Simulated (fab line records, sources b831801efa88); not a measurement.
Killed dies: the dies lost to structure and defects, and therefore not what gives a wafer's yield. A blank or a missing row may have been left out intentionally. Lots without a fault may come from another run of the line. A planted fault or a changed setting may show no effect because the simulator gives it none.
fab line records | flow sky130
record lots=13 | wafers=39 | last_day=50
route steps=708 shown CAPM@541 VIA3@576 METAL4@599 PAD_OPEN@708
lots untouched by any fault: they come from a run of this same line in which no faults occurred
start_h: the number of hours between the record's first day and the start of the first shown wafer of the lot | wait_h: how many hours have passed since the lot's step before this one | " unchanged from the row above | L1.1+2: one row covering several wafers at once | - value missing, or start not given | * or withheld: withheld | < > ~ a bound
route shown NAME@n: names a module that has steps shown in the file, with the first one's number in the route | usual: the fault-free wafers' mean and standard deviation | same: alike in all rows | chamber/n: place in a boat | sites: readings site by site | _std_site: standard deviation across them | _edge_site: the outer-site mean with the inner-site mean subtracted | radius_mm: for every site, how far away it sits from the centre of the wafer | mask NAME#n: copy n | behind: tool/chamber where the wafer was last shaped | hold: cause of the lot's hold/its duration in hours/its outcome | device: transistor that didn't switch, given as n, p or np | end of line: at the end of the route, the tests of the same wafers | for a step that has no rows: nothing shown but its recipe | killed: the dies lost at the first sort to structure and to defects; this is not the yield of the wafer | map: the dies of a wafer, with x for killed, . for not killed, _ for no die there
set.NAME: the setting that was run; set.NAME@STEP: the one run at that earlier step | model.NAME: the simulator's own value behind a step, which no gauge read
route steps across a sampled set of lots; one table per step, one row per wafer
services: from which hour (start_h, from the record's first day; less than 0 if before it) a tool's chamber was out of use, for how many hours, and why
## steps
# step SKY_CAPM_THK_MEAS_04
# recipe thk_meas_gauge=xrf | reads=TiN_of_CAPM_SPUTTER_02
# usual CAPM_TIN_THK=203.1/2
lot.wafer | tool          | chamber | start_h | wait_h | CAPM_TIN_THK[nm]
L559.1    | film_metro-03 | -       | 852.32  | 0.1    | 202.0
L559.4    | "             | -       | "       | "      | 202.9
L559.6    | "             | -       | "       | "      | 202.8
L560.3    | film_metro-04 | -       | 853.87  | 0.1    | 204.0
L560.5    | "             | -       | "       | "      | 201.9
L560.6    | "             | -       | "       | "      | 203.0
L561.4    | film_metro-02 | -       | 872.18  | 0.1    | 198.7
L561.5    | "             | -       | "       | "      | 199.5
L561.6    | "             | -       | "       | "      | 200.0
L562.1    | film_metro-03 | -       | 874.47  | 0.1    | 205.3
L562.4    | "             | -       | "       | "      | 204.1
L562.6    | "             | -       | "       | "      | 205.9
L568.1    | film_metro-02 | -       | 913.05  | 0.1    | 202.1
L568.3    | "             | -       | "       | "      | 203.7
L568.6    | "             | -       | "       | "      | 203.8
L570.1    | film_metro-02 | -       | 913.36  | 0.1    | 204.1
L570.4    | "             | -       | "       | "      | 205.7
L570.6    | "             | -       | "       | "      | 205.5
L569.2    | film_metro-03 | -       | 926.82  | 0.1    | 206.0
L569.5    | "             | -       | "       | "      | 204.6
L569.6    | "             | -       | "       | "      | 203.6
L572.1    | film_metro-04 | -       | 950.27  | 0.1    | 204.0
L572.2    | "             | -       | "       | "      | 203.6
L572.6    | "             | -       | "       | "      | 205.0
L575.1    | film_metro-03 | -       | 967.27  | 0.1    | 203.7
L575.2    | "             | -       | "       | "      | 205.4
L575.4    | "             | -       | "       | "      | 201.1
L577.2    | film_metro-03 | -       | 974.55  | 0.1    | 202.8
L577.5    | "             | -       | "       | "      | 202.1
L577.6    | "             | -       | "       | "      | 201.6
L578.1    | film_metro-04 | -       | 999.50  | 0.1    | 204.2
L578.4    | "             | -       | "       | "      | 203.2
L578.5    | "             | -       | "       | "      | 202.8
L579.1    | film_metro-03 | -       | 1003.57 | 0.1    | 198.9
L579.3    | "             | -       | "       | "      | 200.1
L579.6    | "             | -       | "       | "      | 202.5
L582.2    | film_metro-03 | -       | 1009.63 | 0.1    | 203.4
L582.3    | "             | -       | "       | "      | 200.7
L582.6    | "             | -       | "       | "      | 201.3
# step SKY_VIA3_BOW_MEAS_03
# recipe mode=bow
# usual VIA3_BOW=78/7.8
lot.wafer | tool          | chamber | start_h | wait_h | VIA3_BOW[um]
L559.1    | film_metro-03 | -       | 906.92  | 0.2    | 77
L559.4    | "             | -       | "       | "      | 79
L559.6    | "             | -       | "       | "      | 73
L560.3    | film_metro-04 | -       | 907.26  | 0.1    | 74
L560.5    | "             | -       | "       | "      | 73
L560.6    | "             | -       | "       | "      | 93
L561.4    | film_metro-04 | -       | 927.63  | 0.3    | 72
L561.5    | "             | -       | "       | "      | 70
L561.6    | "             | -       | "       | "      | 88
L562.1    | film_metro-04 | -       | 929.86  | 0.2    | 82
L562.4    | "             | -       | "       | "      | 91
L562.6    | "             | -       | "       | "      | 93
L568.1    | film_metro-04 | -       | 964.42  | 0.2    | 74
L568.3    | "             | -       | "       | "      | 74
L568.6    | "             | -       | "       | "      | 74
L570.1    | film_metro-04 | -       | 965.18  | 0.1    | 72
L570.4    | "             | -       | "       | "      | 67
L570.6    | "             | -       | "       | "      | 62
L569.2    | film_metro-03 | -       | 976.91  | 0.2    | 86
L569.5    | "             | -       | "       | "      | 89
L569.6    | "             | -       | "       | "      | 90
L572.1    | film_metro-03 | -       | 999.54  | 0.2    | 67
L572.2    | "             | -       | "       | "      | 73
L572.6    | "             | -       | "       | "      | 81
L575.1    | film_metro-01 | -       | 1015.24 | 0.1    | 65
L575.2    | "             | -       | "       | "      | 78
L575.4    | "             | -       | "       | "      | 65
L577.2    | film_metro-01 | -       | 1023.70 | 0.3    | 58
L577.5    | "             | -       | "       | "      | 68
L577.6    | "             | -       | "       | "      | 62
L578.1    | film_metro-04 | -       | 1048.11 | 0.1    | 79
L578.4    | "             | -       | "       | "      | 82
L578.5    | "             | -       | "       | "      | 71
L579.1    | film_metro-01 | -       | 1051.31 | 0.1    | 61
L579.3    | "             | -       | "       | "      | 77
L579.6    | "             | -       | "       | "      | 71
L582.2    | film_metro-03 | -       | 1057.88 | 0.1    | 66
L582.3    | "             | -       | "       | "      | 76
L582.6    | "             | -       | "       | "      | 72
# step SKY_METAL4_SPUTTER_01
# recipe material=TiN | target_thk_nm=20 | power_w=6500 | time_s=16.7 | chamber_pressure_pa=0.4
# usual throttle_valve_pct=30.3/1.3
lot.wafer | tool           | chamber | start_h | wait_h | throttle_valve_pct
L559.1    | pvd_sputter-01 | -       | 933.52  | 0.0    | 27.4
L559.4    | "              | -       | "       | "      | 30.5
L559.6    | "              | -       | "       | "      | 32.2
L560.3    | pvd_sputter-03 | -       | 933.87  | 0.0    | 30.9
L560.5    | "              | -       | "       | "      | 30.1
L560.6    | "              | -       | "       | "      | 30.9
L561.4    | pvd_sputter-01 | -       | 953.81  | 0.0    | 30.3
L561.5    | "              | -       | "       | "      | 32.1
L561.6    | "              | -       | "       | "      | 30.5
L562.1    | pvd_sputter-03 | -       | 955.97  | 0.0    | 31.3
L562.4    | "              | -       | "       | "      | 29.9
L562.6    | "              | -       | "       | "      | 30.1
L568.1    | pvd_sputter-03 | -       | 990.21  | 0.0    | 30.3
L568.3    | "              | -       | "       | "      | 31.0
L568.6    | "              | -       | "       | "      | 30.8
L570.1    | pvd_sputter-03 | -       | 990.59  | 0.0    | 30.1
L570.4    | "              | -       | "       | "      | 31.0
L570.6    | "              | -       | "       | "      | 31.0
L569.2    | pvd_sputter-03 | -       | 1002.52 | 0.0    | 30.0
L569.5    | "              | -       | "       | "      | 30.0
L569.6    | "              | -       | "       | "      | 30.8
L572.1    | pvd_sputter-01 | -       | 1024.52 | 0.0    | 30.2
L572.2    | "              | -       | "       | "      | 30.5
L572.6    | "              | -       | "       | "      | 32.2
L575.1    | pvd_sputter-01 | -       | 1039.37 | 0.0    | 30.0
L575.2    | "              | -       | "       | "      | 27.0
L575.4    | "              | -       | "       | "      | 30.5
L577.2    | pvd_sputter-02 | -       | 1048.36 | 0.0    | 31.0
L577.5    | "              | -       | "       | "      | 30.6
L577.6    | "              | -       | "       | "      | 29.8
L578.1    | pvd_sputter-01 | -       | 1070.62 | 0.0    | 32.1
L578.4    | "              | -       | "       | "      | 30.1
L578.5    | "              | -       | "       | "      | 27.3
L579.1    | pvd_sputter-02 | -       | 1074.84 | 0.0    | 31.0
L579.3    | "              | -       | "       | "      | 30.3
L579.6    | "              | -       | "       | "      | 30.7
L582.2    | pvd_sputter-01 | -       | 1081.20 | 0.0    | 30.5
L582.3    | "              | -       | "       | "      | 32.0
L582.6    | "              | -       | "       | "      | 30.6
# step SKY_METAL4_EXPOSE_10
# recipe mask_id=MM4 | na=0.68 | source_shape=annular | sigma_inner=0.4 | sigma_outer=0.8 | target_cd_nm=300 | dose_mj=28
# usual exposure_dose_mJ_cm2=27.96/0.039
lot.wafer | tool           | chamber | start_h | wait_h | mask  | exposure_dose_mJ_cm2
L559.1    | krf_scanner-01 | 0       | 971.61  | -      | MM4#0 | 27.98
L559.4    | "              | 0       | "       | "      | MM4#0 | 27.98
L559.6    | "              | 0       | "       | "      | MM4#0 | 27.96
L560.3    | krf_scanner-02 | 0       | 972.45  | -      | MM4#0 | 27.96
L560.5    | "              | 0       | "       | "      | MM4#0 | 27.97
L560.6    | "              | 0       | "       | "      | MM4#0 | 27.97
L561.4    | krf_scanner-02 | 0       | 989.98  | -      | MM4#0 | 27.90
L561.5    | "              | 0       | "       | "      | MM4#0 | 27.90
L561.6    | "              | 0       | "       | "      | MM4#0 | 28.00
L562.1    | krf_scanner-02 | 0       | 992.88  | -      | MM4#0 | 27.93
L562.4    | "              | 0       | "       | "      | MM4#0 | 27.99
L562.6    | "              | 0       | "       | "      | MM4#0 | 27.95
L568.1    | krf_scanner-01 | 0       | 1025.33 | -      | MM4#0 | 25.48
L568.3    | "              | 0       | "       | "      | MM4#0 | 25.53
L568.6    | "              | 0       | "       | "      | MM4#0 | 25.55
L570.1    | krf_scanner-02 | 0       | 1025.57 | -      | MM4#0 | 27.94
L570.4    | "              | 0       | "       | "      | MM4#0 | 27.93
L570.6    | "              | 0       | "       | "      | MM4#0 | 27.95
L569.2    | krf_scanner-01 | 0       | 1037.28 | -      | MM4#0 | 25.98
L569.5    | "              | 0       | "       | "      | MM4#0 | 26.02
L569.6    | "              | 0       | "       | "      | MM4#0 | 25.98
L572.1    | krf_scanner-01 | 0       | 1058.41 | -      | MM4#0 | 26.43
L572.2    | "              | 0       | "       | "      | MM4#0 | 26.45
L572.6    | "              | 0       | "       | "      | MM4#0 | 26.41
L575.1    | krf_scanner-02 | 0       | 1073.98 | -      | MM4#0 | 27.94
L575.2    | "              | 0       | "       | "      | MM4#0 | 27.88
L575.4    | "              | 0       | "       | "      | MM4#0 | 27.91
L577.2    | krf_scanner-02 | 0       | 1080.63 | -      | MM4#0 | 27.93
L577.5    | "              | 0       | "       | "      | MM4#0 | 27.95
L577.6    | "              | 0       | "       | "      | MM4#0 | 27.89
L578.1    | krf_scanner-02 | 0       | 1101.27 | -      | MM4#0 | 27.94
L578.4    | "              | 0       | "       | "      | MM4#0 | 27.95
L578.5    | "              | 0       | "       | "      | MM4#0 | 27.89
L579.1    | krf_scanner-02 | 0       | 1105.74 | -      | MM4#0 | 27.92
L579.3    | "              | 0       | "       | "      | MM4#0 | 27.92
L579.6    | "              | 0       | "       | "      | MM4#0 | 27.88
L582.2    | krf_scanner-02 | 0       | 1113.38 | -      | MM4#0 | 27.96
L582.3    | "              | 0       | "       | "      | MM4#0 | 27.95
L582.6    | "              | 0       | "       | "      | MM4#0 | 27.91
# step SKY_METAL4_CD_MEAS_13
# recipe target_cd_nm=300
# usual cd_nm=300.0/1.6
lot.wafer | tool      | chamber | start_h | wait_h | cd_nm
L559.1    | cd_sem-01 | -       | 983.67  | -      | 300.7
L559.4    | "         | -       | "       | "      | 300.9
L559.6    | "         | -       | "       | "      | 300.6
L560.3    | cd_sem-02 | -       | 983.86  | -      | 301.5
L560.5    | "         | -       | "       | "      | 302.2
L560.6    | "         | -       | "       | "      | 302.6
L561.4    | cd_sem-02 | -       | 1001.73 | -      | 299.9
L561.5    | "         | -       | "       | "      | 301.3
L561.6    | "         | -       | "       | "      | 300.2
L562.1    | cd_sem-02 | -       | 1004.52 | -      | 299.3
L562.4    | "         | -       | "       | "      | 298.9
L562.6    | "         | -       | "       | "      | 298.2
L568.1    | cd_sem-02 | -       | 1035.59 | -      | 318.0
L568.3    | "         | -       | "       | "      | 317.0
L568.6    | "         | -       | "       | "      | 317.8
L570.1    | cd_sem-02 | -       | 1035.71 | -      | 301.6
L570.4    | "         | -       | "       | "      | 301.5
L570.6    | "         | -       | "       | "      | 301.1
L569.2    | cd_sem-01 | -       | 1049.09 | -      | 314.1
L569.5    | "         | -       | "       | "      | 313.0
L569.6    | "         | -       | "       | "      | 312.4
L572.1    | cd_sem-02 | -       | 1070.27 | -      | 311.7
L572.2    | "         | -       | "       | "      | 310.8
L572.6    | "         | -       | "       | "      | 310.9
L575.1    | cd_sem-02 | -       | 1083.67 | -      | 298.6
L575.2    | "         | -       | "       | "      | 299.7
L575.4    | "         | -       | "       | "      | 298.2
L577.2    | cd_sem-01 | -       | 1091.59 | -      | 295.6
L577.5    | "         | -       | "       | "      | 296.6
L577.6    | "         | -       | "       | "      | 296.8
L578.1    | cd_sem-01 | -       | 1111.97 | -      | 301.7
L578.4    | "         | -       | "       | "      | 301.9
L578.5    | "         | -       | "       | "      | 301.1
L579.1    | cd_sem-02 | -       | 1116.62 | -      | 298.2
L579.3    | "         | -       | "       | "      | 298.5
L579.6    | "         | -       | "       | "      | 297.2
L582.2    | cd_sem-01 | -       | 1122.40 | -      | 298.2
L582.3    | "         | -       | "       | "      | 298.9
L582.6    | "         | -       | "       | "      | 297.1
# step SKY_PAD_OPEN_PROBE_99
# usual defect_limited_yield=82.6/1.9 | killed_at_M0_to_M3=43/7.2 | killed_at_M4_up=3.5/2 | killed_at_contacts=24/5.2 | killed_at_front_end=15/4.4 | killed_at_other=0.2/0.48 | killed_dies=85/9.4 | killed_open=46/7.3 | killed_short=39/6.1
# same gross_dies=492 | killed_at_back_side=0
lot.wafer | tool      | chamber | start_h | wait_h | defect_limited_yield[%] | killed_at_M0_to_M3 | killed_at_M4_up | killed_at_contacts | killed_at_front_end | killed_at_other | killed_dies | killed_open | killed_short
L569.6    | prober-02 | -       | 1136.49 | 0.2    | 82.1                    | 41                 | 2               | 27                 | 18                  | 0               | 88          | 50          | 38
L577.2    | prober-01 | -       | 1172.40 | 0.1    | 82.5                    | 40                 | 7               | 30                 | 9                   | 0               | 86          | 45          | 40
L577.5    | prober-01 | -       | 1172.55 | 0.2    | 83.3                    | 48                 | 2               | 20                 | 12                  | 0               | 82          | 48          | 34
L577.6    | prober-01 | -       | 1172.60 | 0.2    | 88.0                    | 32                 | 2               | 16                 | 9                   | 0               | 59          | 28          | 31
# killed by level:class
L569.6 VIA1:geometric_particle:open=14 CONTACT:geometric_particle:open=9 CONTACT:geometric_particle:short=5 FIELD_ISO:geometric_particle:short=4 FIELD_ISO:geometric_particle:open=4 POLY_GATE:geometric_particle:open=4 LI_CONTACT:geometric_particle:open=4 LOCAL_INTERCONNECT:geometric_particle:short=4
L577.2 CONTACT:geometric_particle:open=13 VIA1:geometric_particle:open=12 LI_CONTACT:geometric_particle:open=8 METAL2:geometric_particle:short=7 CONTACT:geometric_particle:short=6 METAL1:geometric_particle:short=5 FIELD_ISO:geometric_particle:short=3 VIA1:geometric_particle:short=3
L577.5 CONTACT:geometric_particle:open=11 VIA1:geometric_particle:open=8 VIA2:geometric_particle:open=7 VIA3:geometric_particle:short=6 FIELD_ISO:geometric_particle:open=5 VIA1:geometric_particle:short=5 VIA3:geometric_particle:open=5 METAL2:geometric_particle:short=4
L577.6 CONTACT:geometric_particle:open=7 VIA2:geometric_particle:open=6 VIA1:geometric_particle:open=5 CONTACT:geometric_particle:short=4 METAL2:geometric_particle:short=4 VIA3:geometric_particle:open=4 LI_CONTACT:geometric_particle:open=3 METAL1:geometric_particle:short=3
## services
tool           | chamber | start_h | hours | kind
pvd_sputter-01 | -       | 921.14  | 2.2   | repair
krf_scanner-02 | -       | 932.40  | 0.3   | repair
pvd_sputter-02 | -       | 942.10  | 84.7  | repair
krf_scanner-01 | -       | 943.01  | 0.4   | repair
krf_scanner-02 | 0       | 945.54  | -     | calibration
krf_scanner-02 | -       | 946.09  | 1.0   | repair
krf_scanner-02 | -       | 958.32  | 4.4   | pm
krf_scanner-01 | -       | 963.05  | 0.8   | pm
krf_scanner-02 | -       | 973.98  | 1.3   | pm
krf_scanner-02 | -       | 981.89  | 0.8   | pm
krf_scanner-01 | -       | 983.70  | 4.0   | pm
krf_scanner-01 | -       | 989.61  | 1.0   | pm
pvd_sputter-01 | 1       | 992.93  | -     | consumable_replace:kit
krf_scanner-01 | -       | 995.01  | 1.3   | pm
krf_scanner-02 | -       | 997.94  | 3.6   | pm
pvd_sputter-02 | -       | 1009.48 | 8.0   | repair
krf_scanner-02 | -       | 1027.42 | 0.5   | repair
pvd_sputter-01 | -       | 1041.24 | 1.4   | repair
pvd_sputter-01 | -       | 1071.19 | 1.2   | repair
krf_scanner-02 | -       | 1078.15 | 1.0   | pm
pvd_sputter-03 | -       | 1082.50 | 2.9   | repair
krf_scanner-02 | -       | 1090.74 | 0.7   | repair
krf_scanner-01 | -       | 1104.80 | 1.2   | repair
krf_scanner-02 | 0       | 1107.78 | -     | calibration
## key
first_sign step=SKY_METAL4_EXPOSE_10 | reading=exposure_dose_mJ_cm2 | direction=down | sigmas=51 | usual=* | struck=*
effect step=SKY_METAL4_CD_MEAS_13 | reading=cd_nm | direction=up | sigmas=8.9 | usual=300.0 | struck=314.0 | through=control_loop
met_at SKY_METAL4_EXPOSE_10
struck_lots L568,L569,L572
loop_trim step=SKY_METAL4_EXPOSE_10 | setting=dose | lots=L569,L572
not_acting_at SKY_CAPM_THK_MEAS_04,SKY_VIA3_BOW_MEAS_03,SKY_METAL4_SPUTTER_01
onset_between 971.61 1025.33
fault kind=process_parameter_drift | tool=krf_scanner-01 | chamber=- | onset_h=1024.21 | steps=SKY_METAL4_EXPOSE_10 | channel=dose_mj | offset=-2.4632 | shape=step | acts_in=these_recipes_only | stated=28
# loop_trim: a control loop set the setting to another value than it would have without faults
